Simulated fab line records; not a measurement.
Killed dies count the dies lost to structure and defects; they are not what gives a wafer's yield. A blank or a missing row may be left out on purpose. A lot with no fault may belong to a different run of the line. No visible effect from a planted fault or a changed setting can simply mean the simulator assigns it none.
Which of the tools did it? ; flow gf180mcu ; 18 wafers sampled from 6 lots at 1 step of a route of 602

== WHAT EACH GAUGE READ, for each wafer ==
GF_VT_IMPLANT_OVL_MEAS_18.
lot;measured;on;VT_IMPLANT_01_OVL (nm)
L147;day 7 12:53;overlay-02;-0.1 -2.0 -0.4
L149;day 8 02:03;overlay-01;-2.3 -2.0 -2.0
L154;day 8 23:05;overlay-01;-2.0 -1.1 -1.3
L158;day 9 20:21;overlay-01;-0.6 -1.8 -1.9
L162;day 10 19:45;overlay-02;-2.5 -1.8 -1.9
L167;day 12 02:28;overlay-02;-1.5 -0.4 1.6

== EACH LOT AND THE TOOL THAT RAN IT (in order: tool; ch and the chambers of the sampled wafers; start) ==
The record holds no process step before these readings.

== THE ANSWER, worked out from the rows above alone ==
Rule: what is usual is taken from the lots themselves. Put in order of their means at a reading, lots are off if they are a third of the lots or fewer, leave a main group of 4 or more, and stand apart from it by a gap of 3 or more times the standard deviation of the main group's means; of several such gaps the widest counts. Not used: any main group whose means are identical at the precision the tables above print for the reading. A lot without any number at a reading at which 4 lots or more have one is off too. Any other lot the step has rows for is counted as sound.
No lot is off at any reading shown: from this, nothing can be told.

== WHAT THE SIMULATOR HAD PUT IN ==
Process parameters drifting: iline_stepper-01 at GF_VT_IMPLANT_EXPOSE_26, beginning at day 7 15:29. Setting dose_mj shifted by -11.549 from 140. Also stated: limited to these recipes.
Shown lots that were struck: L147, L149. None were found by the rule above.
